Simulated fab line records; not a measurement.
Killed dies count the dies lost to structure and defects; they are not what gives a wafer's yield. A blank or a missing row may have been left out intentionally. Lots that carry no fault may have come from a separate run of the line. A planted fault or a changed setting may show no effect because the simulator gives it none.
Chamber matching    flow sky130    4 sister chambers for SKY_FIELD_ISO_ETCH_14 on rieDiel-04
The step etches BARC in N2/H2, stops on SiO2, time 45.9 s, target depth 60 nm. 14 wafers are shown with their chamber, then 7 later ones without.

EACH WAFER AND ITS CHAMBER
wafer   chamber  drypumpMotorCurrentA (A)  oesProductAu (a.u.)  chamberPressureMTorr (mTorr)
L824.2  1        6.0                       0.856                29.976
L824.4  0        5.5                       0.857                30.013
L824.5  2        5.6                       0.860                30.030
L828.2  0        5.5                       0.857                29.998
L828.4  3        6.6                       0.849                29.991
L828.5  0        5.5                       0.854                29.992
L829.1  1        6.0                       0.856                29.984
L829.2  3        6.6                       0.855                30.014
L829.5  0        5.5                       0.855                29.963
L836.1  2        5.6                       0.857                29.979
L836.3  3        6.6                       0.860                29.969
L836.4  1        5.9                       0.854                29.973
L837.3  3        6.6                       0.851                29.962
L837.5  1        6.0                       0.854                29.995

SIGNATURES, as means of the wafers listed above
reading               chamber 0  chamber 1  chamber 2  chamber 3  scatter within a chamber
drypumpMotorCurrentA  5.500      5.975      5.600      6.600      0.0274
oesProductAu          0.85575    0.85500    0.85850    0.85375    0.00293
chamberPressureMTorr  29.99150   29.98200   30.00450   29.98400   0.0214
Rule: a wafer lies at a distance from a chamber equal to the root of the sum of squares, over the readings, of (its reading less the chamber's mean, divided by the reading's scatter). The wafer belongs to the nearest chamber; if the next one is less than 2 further off, it can't be placed. How the scatter is found: for the shown wafers, subtract from each reading the mean of its chamber, square and add these, divide the total by (wafers less chambers), then take the root.

WAFERS WITH NO CHAMBER GIVEN
wafer   drypumpMotorCurrentA (A)  oesProductAu (a.u.)  chamberPressureMTorr (mTorr)
L837.6  5.5                       0.859                30.035
L841.1  6.6                       0.856                30.009
L841.3  5.6                       0.839                30.012
L841.6  5.7                       0.859                29.969
L843.1  6.6                       0.856                30.023
L843.2  5.6                       0.850                29.967
L843.4  5.7                       0.860                30.000

THE CHAMBER EACH PASSED THROUGH
wafer   from the rows above      in truth
L837.6  can't be placed: 0 or 2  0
L841.1  3                        3
L841.3  can't be placed: 2 or 0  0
L841.6  2                        2
L843.1  3                        3
L843.2  can't be placed: 2 or 0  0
L843.4  2                        2
Correct placement for 4 of the 7. Not placeable from these rows: 3 (in 3, the candidates include the true chamber). Number placed wrongly: 0.
